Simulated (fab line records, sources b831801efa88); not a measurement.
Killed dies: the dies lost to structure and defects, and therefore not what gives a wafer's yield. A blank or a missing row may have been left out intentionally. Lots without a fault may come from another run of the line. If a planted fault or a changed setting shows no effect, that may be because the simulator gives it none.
fab line records	flow sky130
[record] lots = 13	wafers = 39	last_day = 50
route steps=708 shown FIELD_ISO@19 NWELL@63 VT_ADJUST_LVTN@106 PAD_OPEN@708
lots that met no fault: from a run of the same line without faults
start_h: hours from the record's opening day to when the first of the lot's shown wafers began	wait_h: hours since the lot's step before	" repeats the value in the row above	L1.1+2: a single row standing in for several wafers	- no value, or no start given	* or withheld: withheld	< > ~ a bound
route shown NAME@n: NAME is a module with steps in the file, n the number in the route of the first one	usual: mean and standard deviation over wafers with no fault	same: alike in all rows	chamber/n: place in a boat	sites: per-site readings	_std_site: how widely they spread, as a standard deviation	_edge_site: inner sites' mean taken away from outer sites' mean	radius_mm: how far each site lies from the wafer's centre	mask NAME#n: copy n	behind: the last tool/chamber to shape the wafer	hold: cause of the lot's hold/its duration in hours/its outcome	device: the transistor (n, p or np) that didn't switch	end of line: the same wafers' tests at the end of the route	for a step that has no rows: nothing shown but its recipe	killed: count of dies lost to structure and defects at first sort (not the wafer's yield)	map: the dies of a wafer, with x for killed, . for not killed, _ for no die there
set.NAME: the setting as run; set.NAME@STEP: as run at that earlier step	model.NAME: the simulator's own value behind a step, which no gauge read
a sample of lots followed through the steps of the route, with each step as a table and each wafer as a row
services: when a tool's chamber went out of use (start_h, in hours from the record's first day, below 0 if earlier), for how many hours, and the reason
[[steps]]
[step SKY_FIELD_ISO_WET_ETCH_18]
[recipe] chemistry = H3PO4	target_depth_nm = 25	temp_c = 160	target = Si3N4	time_s = 286
[usual] run_length_s = 313/3
lot.wafer	tool	chamber	start_h	wait_h	run_length_s
L273.1	wet_bench-01	0	30.25	0.0	311
L273.2	"	0	"	"	311
L273.6	"	0	"	"	311
L276.2	wet_bench-02	1	45.15	0.0	320
L276.5	"	1	"	"	320
L276.6	"	1	"	"	320
L277.3	wet_bench-01	1	49.40	0.0	320
L277.4	"	1	"	"	320
L277.6	"	1	"	"	320
L279.2	wet_bench-03	2	59.93	0.0	313
L279.5	"	2	"	"	313
L279.6	"	2	"	"	313
L280.1	wet_bench-02	2	65.65	0.0	312
L280.2	"	2	"	"	312
L280.6	"	2	"	"	312
L281.2	wet_bench-02	2	70.23	0.0	312
L281.4	"	2	"	"	312
L281.6	"	2	"	"	312
L283.2	wet_bench-02	2	80.25	0.0	319
L283.4	"	2	"	"	319
L283.6	"	2	"	"	319
L284.1	wet_bench-01	0	84.77	0.0	312
L284.4	"	0	"	"	312
L284.5	"	0	"	"	312
L291.1	wet_bench-01	3	122.02	0.0	668
L291.3	"	3	"	"	668
L291.4	"	3	"	"	668
L292.4	wet_bench-01	0	127.10	0.0	311
L292.5	"	0	"	"	311
L292.6	"	0	"	"	311
L293.2	wet_bench-01	2	132.47	0.0	314
L293.4	"	2	"	"	314
L293.6	"	2	"	"	314
L294.3	wet_bench-02	3	138.78	0.0	319
L294.4	"	3	"	"	319
L294.5	"	3	"	"	319
L296.3	wet_bench-03	2	151.00	0.0	312
L296.4	"	2	"	"	312
L296.5	"	2	"	"	312
[step SKY_FIELD_ISO_CMP_27]
[recipe] stop_on = Si3N4	t_overpolish_s = 16	down_force_psi = 4	platen_rpm = 60	target_thk_nm = 457.8	pad_velocity_m_s = 0.94248
[usual] motor_current_A = 12.1/0.81
lot.wafer	tool	chamber	start_h	wait_h	motor_current_A
L273.1	cmp-02	1	33.66	0.0	12.0
L273.2	"	2	"	"	10.7
L273.6	"	1	"	"	12.1
L276.2	cmp-02	0	49.51	0.1	13.2
L276.6	"	3	"	"	11.6
L276.5	"	0	"	"	12.5
L277.4	cmp-01	1	54.80	0.1	12.8
L277.3	"	3	"	"	12.5
L277.6	"	0	"	"	12.0
L279.2	cmp-02	3	63.44	0.1	11.3
L279.5	"	1	"	"	12.0
L279.6	"	2	"	"	10.7
L280.1	cmp-01	0	68.88	0.1	11.7
L280.2	"	1	"	"	12.5
L280.6	"	0	"	"	12.2
L281.4	cmp-01	2	75.95	0.1	12.2
L281.2	"	3	"	"	12.8
L281.6	"	1	"	"	12.5
L283.4	cmp-01	1	84.51	0.0	12.7
L283.2	"	2	"	"	12.6
L283.6	"	2	"	"	13.0
L284.1	cmp-01	2	88.16	0.0	12.9
L284.4	"	0	"	"	11.9
L284.5	"	3	"	"	12.0
L291.4	cmp-02	0	125.15	0.0	13.1
L291.3	"	2	"	"	10.8
L291.1	"	3	"	"	11.5
L292.4	cmp-02	2	131.33	0.1	10.6
L292.6	"	3	"	"	10.5
L292.5	"	0	"	"	12.6
L293.2	cmp-02	2	137.26	0.1	10.3
L293.4	"	0	"	"	12.8
L293.6	"	2	"	"	10.6
L294.3	cmp-02	3	143.13	0.0	11.0
L294.4	"	1	"	"	12.4
L294.5	"	3	"	"	11.2
L296.4	cmp-02	0	154.94	0.0	12.7
L296.3	"	1	"	"	12.9
L296.5	"	0	"	"	13.0
[step SKY_NWELL_OVL_MEAS_10]
[usual] NWELL_00_OVL = 0.5/1.2
lot.wafer	tool	chamber	start_h	wait_h	NWELL_00_OVL[nm]
L273.1	overlay-02	-	84.24	-	0.1
L273.2	"	-	"	"	0.6
L273.6	"	-	"	"	0.7
L276.2	overlay-02	-	102.87	-	0.1
L276.5	"	-	"	"	0.4
L276.6	"	-	"	"	-0.5
L277.3	overlay-01	-	109.11	-	0.7
L277.4	"	-	"	"	0.6
L277.6	"	-	"	"	1.2
L279.2	overlay-02	-	117.70	-	-2.0
L279.5	"	-	"	"	-0.3
L279.6	"	-	"	"	-0.4
L280.1	overlay-02	-	126.04	-	1.1
L280.2	"	-	"	"	-0.4
L280.6	"	-	"	"	-0.7
L281.2	overlay-02	-	135.40	-	-0.7
L281.4	"	-	"	"	0.4
L281.6	"	-	"	"	1.1
L283.2	overlay-01	-	143.07	-	-1.7
L283.4	"	-	"	"	1.9
L283.6	"	-	"	"	-0.4
L284.1	overlay-02	-	146.01	-	-2.3
L284.4	"	-	"	"	-0.4
L284.5	"	-	"	"	0.7
L291.1	overlay-02	-	187.34	-	1.1
L291.3	"	-	"	"	0.8
L291.4	"	-	"	"	-0.4
L292.4	overlay-02	-	194.36	-	-0.3
L292.5	"	-	"	"	-0.7
L292.6	"	-	"	"	0.9
L293.2	overlay-02	-	200.40	-	2.4
L293.4	"	-	"	"	1.5
L293.6	"	-	"	"	1.9
L294.3	overlay-02	-	207.90	-	1.1
L294.4	"	-	"	"	1.1
L294.5	"	-	"	"	1.0
L296.3	overlay-02	-	221.35	-	0.0
L296.4	"	-	"	"	-2.0
L296.5	"	-	"	"	0.6
[step SKY_VT_ADJUST_LVTN_STRIP_09]
[recipe] chemistry = O2/N2	power_w = 1400	pressure_mtorr = 1500	platen_temp_c = withheld	o2_flow_sccm = 3000	n2_flow_sccm = 300	overash_fraction = 0.5
[usual] chamber_pressure_mTorr = 1500.0/1.4	drypump_motor_current_A = 5.8/0.39	oes_product_au = 0.723/0.0045	strip_time_to_endpoint_s = 36.93/0.11
lot.wafer	tool	chamber	start_h	wait_h	chamber_pressure_mTorr	drypump_motor_current_A	oes_product_au	rf_hours_counter_h	strip_time_to_endpoint_s
L273.1	plasma_asher-02	0	140.08	0.1	1497.0	5.5	0.718	2	36.90
L273.2	"	1	"	"	1502.0	6.1	0.725	2	36.98
L273.6	"	0	"	"	1498.9	5.5	0.721	-	36.90
L276.2	plasma_asher-01	0	161.26	0.1	1499.8	5.8	0.727	33	37.24
L276.5	"	1	"	"	1501.5	5.1	0.730	-	37.20
L276.6	"	0	"	"	1500.3	5.8	0.717	-	37.18
L277.3	plasma_asher-01	0	167.25	0.1	1498.3	5.8	0.726	-	36.92
L277.4	"	1	"	"	1499.0	5.1	0.723	-	37.05
L277.6	"	0	"	"	1501.2	5.8	0.729	-	36.97
L279.2	plasma_asher-02	1	178.35	0.1	1500.7	6.2	0.723	6	36.75
L279.5	"	0	"	"	1498.0	5.5	0.728	-	36.90
L279.6	"	1	"	"	1500.4	6.1	0.717	-	36.91
L280.1	plasma_asher-01	0	187.30	0.1	1500.2	5.8	0.721	35	36.79
L280.2	"	1	"	"	1499.6	5.1	0.724	35	36.89
L280.6	"	1	"	"	1498.4	5.1	0.729	-	36.81
L281.2	plasma_asher-04	1	196.73	0.1	1501.0	6.0	0.724	51	37.00
L281.4	"	0	"	"	1499.3	6.3	0.726	-	37.01
L281.6	"	1	"	"	1500.9	5.9	0.716	-	37.01
L283.2	plasma_asher-04	1	204.58	0.1	1499.2	5.9	0.724	52	36.89
L283.4	"	0	"	"	1500.5	6.3	0.727	-	36.96
L283.6	"	0	"	"	1499.8	6.2	0.722	-	36.81
L284.1	plasma_asher-01	1	211.06	0.1	1501.1	5.1	0.735	38	36.87
L284.4	"	0	"	"	1500.8	5.8	0.723	-	36.99
L284.5	"	1	"	"	1498.6	5.2	0.727	-	36.99
L291.1	plasma_asher-01	1	255.30	0.1	1500.3	5.2	0.719	42	36.99
L291.3	"	0	"	"	1499.0	5.7	0.720	-	36.91
L291.4	"	1	"	"	1503.5	5.2	0.711	-	36.84
L292.4	plasma_asher-01	0	262.63	0.1	1499.8	5.8	0.723	-	36.81
L292.5	"	0	"	"	1501.0	5.8	0.722	-	36.92
L292.6	"	1	"	"	1500.8	5.2	0.724	-	36.85
L293.2	plasma_asher-04	1	270.60	0.1	1500.0	5.9	0.719	58	36.91
L293.4	"	0	"	"	1502.1	6.3	0.726	-	36.94
L293.6	"	0	"	"	1500.5	6.3	0.721	-	36.96
L294.3	plasma_asher-04	0	278.63	0.1	1499.8	6.2	0.719	-	36.93
L294.4	"	1	"	"	1500.8	5.9	0.722	-	36.95
L294.5	"	0	"	"	1497.1	6.2	0.723	-	36.99
L296.3	plasma_asher-01	0	294.08	0.1	1498.2	5.8	0.730	-	37.08
L296.4	"	1	"	"	1500.8	5.1	0.718	-	36.97
L296.5	"	1	"	"	1499.7	5.1	0.727	-	37.04
[step SKY_PAD_OPEN_PROBE_99]
[usual] killed_at_M0_to_M3 = 43/6.7	killed_at_M4_up = 3.0/1.9	killed_at_contacts = 25/5.4	killed_at_front_end = 16/4.5	killed_at_other = 0.4/0.62	killed_dies = 87/9.6	killed_open = 47/7	killed_short = 39/6.1
[same] gross_dies = 492	killed_at_back_side = 0
lot.wafer	tool	chamber	start_h	wait_h	killed_at_M0_to_M3	killed_at_M4_up	killed_at_contacts	killed_at_front_end	killed_at_other	killed_dies	killed_open	killed_short
L273.1	prober-01	-	1072.39	0.1	46	3	28	13	0	90	52	38
L273.2	prober-01	-	1072.44	0.1	44	3	33	14	0	94	54	39
L273.6	prober-01	-	1072.64	0.2	47	2	38	20	0	107	56	51
L276.2	prober-02	-	1088.56	0.1	31	2	28	22	0	83	52	31
L276.5	prober-02	-	1088.71	0.2	41	1	29	12	0	83	42	41
L276.6	prober-02	-	1088.76	0.2	35	5	34	15	1	90	48	42
L277.3	prober-01	-	1094.56	0.2	43	3	24	18	1	89	49	40
L277.4	prober-01	-	1094.61	0.2	41	3	21	26	1	92	48	44
L277.6	prober-01	-	1094.71	0.2	48	5	27	22	0	102	52	50
L279.2	prober-01	-	1107.41	0.1	56	4	29	14	1	104	59	45
L279.5	prober-01	-	1107.56	0.2	49	2	26	16	0	93	48	45
L279.6	prober-01	-	1107.61	0.2	49	1	29	23	0	102	51	51
L280.1	prober-02	-	1117.92	0.1	46	6	24	22	0	98	58	40
L280.2	prober-02	-	1117.97	0.1	32	7	23	13	1	76	42	34
L280.6	prober-02	-	1118.17	0.2	39	2	14	19	0	74	41	33
L281.2	prober-01	-	1127.84	0.1	46	4	21	10	0	81	49	31
L281.4	prober-01	-	1127.94	0.2	58	2	26	11	0	97	48	49
L281.6	prober-01	-	1128.04	0.2	37	1	19	22	0	79	32	47
L283.2	prober-01	-	1135.74	0.1	47	0	17	20	1	85	46	37
L283.4	prober-01	-	1135.84	0.2	41	5	12	13	0	71	39	32
L283.6	prober-01	-	1135.94	0.2	43	4	29	13	0	89	43	46
L284.1	prober-02	-	1137.38	0.1	46	4	20	10	0	80	39	41
L284.4	prober-02	-	1137.53	0.2	42	2	28	11	0	83	45	37
L284.5	prober-02	-	1137.58	0.2	54	5	28	17	0	104	55	49
L291.1	prober-01	-	1173.81	0.1	49	1	24	18	0	92	52	40
L291.3	prober-01	-	1173.91	0.2	45	2	23	18	0	88	43	45
L291.4	prober-01	-	1173.96	0.2	42	1	19	23	0	85	50	35
L293.2	prober-02	-	1187.39	0.1	45	3	29	12	1	90	50	37
L293.4	prober-02	-	1187.49	0.2	37	2	29	11	1	80	38	41
L293.6	prober-02	-	1187.59	0.2	36	4	22	8	1	71	42	28
L292.4	prober-01	-	1189.76	0.2	41	3	25	12	0	81	44	37
L292.5	prober-01	-	1189.81	0.2	34	1	17	22	0	74	49	25
L292.6	prober-01	-	1189.86	0.2	43	0	27	12	0	82	46	36
L294.3	prober-02	-	1191.21	0.2	43	3	31	19	1	97	54	42
L294.4	prober-02	-	1191.26	0.2	47	3	22	19	0	91	44	47
L294.5	prober-02	-	1191.31	0.2	29	3	21	14	0	67	33	34
L296.3	prober-02	-	1196.49	0.2	31	4	11	7	1	54	26	28
L296.4	prober-02	-	1196.54	0.2	33	2	31	10	0	76	42	34
L296.5	prober-02	-	1196.59	0.2	39	4	26	14	0	83	47	36
// killed by level:class
L273.1 VIA1:geometric_particle:open=16 CONTACT:geometric_particle:open=13 VIA2:geometric_particle:open=9 FIELD_ISO:geometric_particle:short=6 LOCAL_INTERCONNECT:geometric_particle:short=6 VIA3:geometric_particle:open=6 CONTACT:geometric_particle:short=5 VIA1:geometric_particle:short=4
L273.2 CONTACT:geometric_particle:open=13 LI_CONTACT:geometric_particle:open=11 VIA1:geometric_particle:open=10 VIA3:geometric_particle:open=9 METAL1:geometric_particle:short=7 VIA1:geometric_particle:short=4 FIELD_ISO:geometric_particle:short=3 POLY_GATE:geometric_particle:short=3
L273.6 VIA1:geometric_particle:open=12 LI_CONTACT:geometric_particle:open=11 CONTACT:geometric_particle:open=11 VIA1:geometric_particle:short=8 FIELD_ISO:geometric_particle:short=7 LI_CONTACT:geometric_particle:short=6 CONTACT:geometric_particle:short=6 METAL2:geometric_particle:short=6
L276.2 CONTACT:geometric_particle:open=12 VIA1:geometric_particle:open=10 FIELD_ISO:geometric_particle:open=6 LI_CONTACT:geometric_particle:open=6 VIA3:geometric_particle:open=6 FIELD_ISO:geometric_particle:short=4 LI_CONTACT:geometric_particle:short=4 LOCAL_INTERCONNECT:geometric_particle:short=4
L276.5 VIA1:geometric_particle:open=10 CONTACT:geometric_particle:open=9 CONTACT:geometric_particle:short=7 LI_CONTACT:geometric_particle:open=7 VIA1:geometric_particle:short=7 VIA2:geometric_particle:open=6 FIELD_ISO:geometric_particle:open=5 METAL1:geometric_particle:short=4
L276.6 CONTACT:geometric_particle:open=14 LI_CONTACT:geometric_particle:open=9 VIA2:geometric_particle:open=9 VIA1:geometric_particle:open=7 LOCAL_INTERCONNECT:geometric_particle:short=5 METAL4:geometric_particle:short=5 POLY_GATE:geometric_particle:short=4 METAL1:geometric_particle:short=4
L277.3 CONTACT:geometric_particle:open=10 VIA2:geometric_particle:open=10 FIELD_ISO:geometric_particle:short=8 LI_CONTACT:geometric_particle:open=7 VIA1:geometric_particle:short=6 VIA3:geometric_particle:open=6 VIA2:geometric_particle:short=5 POLY_GATE:geometric_particle:open=4
L277.4 FIELD_ISO:geometric_particle:open=8 FIELD_ISO:geometric_particle:short=8 CONTACT:geometric_particle:open=7 VIA1:geometric_particle:open=7 LI_CONTACT:geometric_particle:open=6 VIA1:geometric_particle:short=5 CONTACT:geometric_particle:short=5 METAL2:geometric_particle:short=5
L277.6 VIA3:geometric_particle:open=9 CONTACT:geometric_particle:open=9 VIA1:geometric_particle:open=9 METAL1:geometric_particle:short=8 FIELD_ISO:geometric_particle:short=7 VIA2:geometric_particle:open=7 FIELD_ISO:geometric_particle:open=6 LOCAL_INTERCONNECT:geometric_particle:short=6
L279.2 LI_CONTACT:geometric_particle:open=11 CONTACT:geometric_particle:open=11 METAL2:geometric_particle:short=10 VIA3:geometric_particle:open=10 VIA2:geometric_particle:open=8 VIA3:geometric_particle:short=6 VIA1:geometric_particle:open=5 VIA1:geometric_particle:short=5
L279.5 VIA1:geometric_particle:open=12 LI_CONTACT:geometric_particle:open=9 LOCAL_INTERCONNECT:geometric_particle:short=8 METAL2:geometric_particle:short=8 FIELD_ISO:geometric_particle:short=6 VIA3:geometric_particle:open=6 VIA2:geometric_particle:open=5 CONTACT:geometric_particle:open=5
L279.6 FIELD_ISO:geometric_particle:short=9 CONTACT:geometric_particle:open=9 VIA1:geometric_particle:open=9 METAL2:geometric_particle:short=8 VIA3:geometric_particle:open=8 FIELD_ISO:geometric_particle:open=7 CONTACT:geometric_particle:short=7 LI_CONTACT:geometric_particle:open=6
L280.1 VIA1:geometric_particle:open=14 CONTACT:geometric_particle:open=9 POLY_GATE:geometric_particle:open=8 VIA2:geometric_particle:open=8 LI_CONTACT:geometric_particle:open=6 POLY_GATE:geometric_particle:short=5 METAL4:geometric_particle:short=5 CONTACT:geometric_particle:short=5
L280.2 VIA1:geometric_particle:open=8 LI_CONTACT:geometric_particle:open=7 CONTACT:geometric_particle:open=7 FIELD_ISO:geometric_particle:short=5 VIA3:geometric_particle:open=5 POLY_GATE:geometric_particle:open=4 CONTACT:geometric_particle:short=4 METAL1:geometric_particle:short=4
L280.6 VIA1:geometric_particle:open=12 POLY_GATE:geometric_particle:open=7 VIA3:geometric_particle:open=7 CONTACT:geometric_particle:open=5 METAL1:geometric_particle:short=5 METAL2:geometric_particle:short=5 POLY_GATE:geometric_particle:short=4 SPACER:geometric_particle:short=4
L281.2 CONTACT:geometric_particle:open=11 VIA3:geometric_particle:open=9 VIA1:geometric_particle:open=8 METAL1:geometric_particle:short=7 LI_CONTACT:geometric_particle:open=6 VIA2:geometric_particle:open=6 VIA1:geometric_particle:short=5 POLY_GATE:geometric_particle:short=4
L281.4 VIA3:geometric_particle:open=10 CONTACT:geometric_particle:open=10 VIA1:geometric_particle:open=9 METAL2:geometric_particle:short=9 METAL1:geometric_particle:short=8 LI_CONTACT:geometric_particle:open=6 VIA3:geometric_particle:short=5 FIELD_ISO:geometric_particle:short=4
L281.6 CONTACT:geometric_particle:short=9 VIA3:geometric_particle:open=6 FIELD_ISO:geometric_particle:open=5 METAL2:geometric_particle:short=5 METAL1:geometric_particle:short=5 VIA2:geometric_particle:short=5 FIELD_ISO:geometric_particle:short=4 POLY_GATE:geometric_particle:open=4
L283.2 VIA1:geometric_particle:open=16 CONTACT:geometric_particle:open=8 VIA1:geometric_particle:short=8 POLY_GATE:geometric_particle:open=5 VIA3:geometric_particle:open=5 FIELD_ISO:geometric_particle:open=4 VIA2:geometric_particle:open=4 POLY_GATE:geometric_particle:short=4
L283.4 VIA1:geometric_particle:open=11 METAL1:geometric_particle:short=8 VIA3:geometric_particle:open=6 METAL2:geometric_particle:short=5 FIELD_ISO:geometric_particle:short=4 LI_CONTACT:geometric_particle:open=4 CONTACT:geometric_particle:short=4 VIA2:geometric_particle:open=4
L283.6 METAL1:geometric_particle:short=10 VIA1:geometric_particle:open=10 CONTACT:geometric_particle:open=9 LI_CONTACT:geometric_particle:open=6 CONTACT:geometric_particle:short=5 VIA1:geometric_particle:short=5 VIA2:geometric_particle:open=5 POLY_GATE:geometric_particle:short=4
L284.1 VIA1:geometric_particle:short=9 VIA1:geometric_particle:open=8 CONTACT:geometric_particle:short=7 VIA3:geometric_particle:open=7 CONTACT:geometric_particle:open=6 METAL2:geometric_particle:short=6 VIA2:geometric_particle:open=5 METAL1:geometric_particle:short=4
L284.4 CONTACT:geometric_particle:open=9 VIA2:geometric_particle:open=7 LI_CONTACT:geometric_particle:open=6 VIA1:geometric_particle:short=6 VIA1:geometric_particle:open=6 VIA3:geometric_particle:open=6 METAL3:geometric_particle:short=4 CONTACT:geometric_particle:short=4
L284.5 CONTACT:geometric_particle:open=13 VIA2:geometric_particle:open=9 METAL1:geometric_particle:short=8 VIA3:geometric_particle:open=8 VIA1:geometric_particle:open=7 LI_CONTACT:geometric_particle:open=5 VIA3:geometric_particle:short=5 LOCAL_INTERCONNECT:geometric_particle:short=4
L291.1 VIA2:geometric_particle:open=11 CONTACT:geometric_particle:open=9 VIA1:geometric_particle:open=9 METAL2:geometric_particle:short=7 METAL3:geometric_particle:short=6 LI_CONTACT:geometric_particle:open=6 FIELD_ISO:geometric_particle:short=5 FIELD_ISO:geometric_particle:open=4
L291.3 LI_CONTACT:geometric_particle:open=7 VIA1:geometric_particle:open=7 FIELD_ISO:geometric_particle:open=6 CONTACT:geometric_particle:open=6 METAL2:geometric_particle:short=6 METAL3:geometric_particle:short=6 VIA3:geometric_particle:open=6 FIELD_ISO:geometric_particle:short=5
L291.4 CONTACT:geometric_particle:open=10 METAL2:geometric_particle:short=9 FIELD_ISO:geometric_particle:short=7 POLY_GATE:geometric_particle:open=7 VIA1:geometric_particle:open=7 VIA3:geometric_particle:open=7 FIELD_ISO:geometric_particle:open=5 LI_CONTACT:geometric_particle:open=5
L293.2 VIA2:geometric_particle:open=12 CONTACT:geometric_particle:open=10 VIA1:geometric_particle:short=8 LI_CONTACT:geometric_particle:open=8 VIA1:geometric_particle:open=8 VIA3:geometric_particle:short=5 POLY_GATE:geometric_particle:open=4 LOCAL_INTERCONNECT:geometric_particle:short=4
L293.4 VIA1:geometric_particle:open=10 CONTACT:geometric_particle:open=9 LI_CONTACT:geometric_particle:open=7 METAL1:geometric_particle:short=7 FIELD_ISO:geometric_particle:short=5 LOCAL_INTERCONNECT:geometric_particle:short=5 CONTACT:geometric_particle:short=4 VIA1:geometric_particle:short=4
L293.6 VIA1:geometric_particle:open=12 CONTACT:geometric_particle:open=10 CONTACT:geometric_particle:short=5 VIA1:geometric_particle:short=5 METAL3:geometric_particle:short=5 LI_CONTACT:geometric_particle:open=4 VIA2:geometric_particle:open=4 FIELD_ISO:geometric_particle:open=3
L292.4 VIA1:geometric_particle:open=16 CONTACT:geometric_particle:open=8 METAL2:geometric_particle:short=6 LI_CONTACT:geometric_particle:open=5 LOCAL_INTERCONNECT:geometric_particle:short=5 POLY_GATE:geometric_particle:short=4 VIA1:geometric_particle:short=4 METAL1:geometric_particle:short=4
L292.5 VIA3:geometric_particle:open=11 FIELD_ISO:geometric_particle:open=7 POLY_GATE:geometric_particle:open=7 LI_CONTACT:geometric_particle:open=6 VIA1:geometric_particle:open=6 CONTACT:geometric_particle:short=4 FIELD_ISO:geometric_particle:short=3 VIA3:geometric_particle:short=3
L292.6 VIA2:geometric_particle:open=9 LI_CONTACT:geometric_particle:open=9 CONTACT:geometric_particle:open=9 VIA1:geometric_particle:open=9 POLY_GATE:geometric_particle:short=5 CONTACT:geometric_particle:short=5 METAL2:geometric_particle:short=5 FIELD_ISO:geometric_particle:short=4
L294.3 CONTACT:geometric_particle:open=15 VIA1:geometric_particle:open=10 POLY_GATE:geometric_particle:short=7 VIA2:geometric_particle:open=7 CONTACT:geometric_particle:short=6 METAL2:geometric_particle:short=6 POLY_GATE:geometric_particle:open=5 LI_CONTACT:geometric_particle:open=4
L294.4 CONTACT:geometric_particle:open=9 FIELD_ISO:geometric_particle:open=7 VIA1:geometric_particle:open=7 VIA3:geometric_particle:open=7 METAL1:geometric_particle:short=6 VIA1:geometric_particle:short=6 VIA2:geometric_particle:open=6 LOCAL_INTERCONNECT:geometric_particle:short=5
L294.5 CONTACT:geometric_particle:short=7 VIA1:geometric_particle:open=6 METAL1:geometric_particle:short=5 POLY_GATE:geometric_particle:short=4 LI_CONTACT:geometric_particle:open=4 LOCAL_INTERCONNECT:geometric_particle:short=4 CONTACT:geometric_particle:open=4 FIELD_ISO:geometric_particle:short=3
L296.3 VIA1:geometric_particle:open=5 CONTACT:geometric_particle:open=5 VIA2:geometric_particle:open=5 METAL4:geometric_particle:short=4 METAL1:geometric_particle:short=4 METAL2:geometric_particle:short=4 VIA3:geometric_particle:open=4 POLY_GATE:geometric_particle:short=3
L296.4 CONTACT:geometric_particle:open=10 LI_CONTACT:geometric_particle:open=8 VIA1:geometric_particle:open=7 VIA2:geometric_particle:open=5 METAL2:geometric_particle:short=5 LI_CONTACT:geometric_particle:short=4 CONTACT:geometric_particle:short=4 LOCAL_INTERCONNECT:geometric_particle:short=3
L296.5 LI_CONTACT:geometric_particle:open=10 VIA3:geometric_particle:open=7 VIA1:geometric_particle:open=6 VIA1:geometric_particle:short=6 VIA2:geometric_particle:open=5 CONTACT:geometric_particle:open=5 FIELD_ISO:geometric_particle:open=4 LOCAL_INTERCONNECT:geometric_particle:short=4
[[services]]
tool	chamber	start_h	hours	kind
cmp-01	-	35.17	0.5	repair
cmp-02	-	41.14	2.4	repair
plasma_asher-01	-	41.45	6.2	repair
cmp-01	-	47.60	5.5	pm
cmp-01	-	64.00	4.0	pm
cmp-02	-	68.41	0.5	repair
cmp-02	-	80.87	0.8	repair
cmp-02	-	85.01	4.0	repair
plasma_asher-02	-	108.75	9.0	pm
plasma_asher-01	-	133.71	17.2	pm
cmp-01	-	147.09	1.7	repair
cmp-02	-	148.77	0.3	repair
wet_bench-03	-	154.07	5.8	repair
cmp-02	-	157.57	1.6	repair
plasma_asher-02	-	158.44	6.1	repair
cmp-01	-	159.20	8.5	pm
cmp-02	-	170.27	17.5	repair
plasma_asher-04	-	186.73	5.8	repair
cmp-01	-	199.25	1.1	repair
cmp-01	-	209.37	0.8	repair
cmp-02	-	232.00	4.0	pm
plasma_asher-01	-	267.82	7.5	repair
plasma_asher-04	-	282.53	11.8	repair
cmp-02	-	286.90	8.3	pm
[[key]]
[first_sign] step = SKY_FIELD_ISO_WET_ETCH_18	reading = run_length_s	direction = up	sigmas = 99+	usual = *	struck = *
effect none on later readings
met_at SKY_FIELD_ISO_WET_ETCH_18
struck_lots L291
struck_wafers L291.1,L291.3,L291.4
tester_left_out L291
not_acting_at SKY_FIELD_ISO_CMP_27,SKY_NWELL_OVL_MEAS_10,SKY_VT_ADJUST_LVTN_STRIP_09
[fault] kind = process_parameter_drift	tool = wet_bench-01	chamber = 3	onset_h = 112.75	steps = SKY_FIELD_ISO_WET_ETCH_18	channel = time_s	offset = *	shape = step	end_h = 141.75	acts_in = *	stated = *
// tester_left_out: of these lots the tester's yield and bins aren't shown, on N5 and GAA mostly nor the transistor test; their killed dies are dies lost to structure and defects alone, not to doping, threshold or leakage, so they don't give the yield
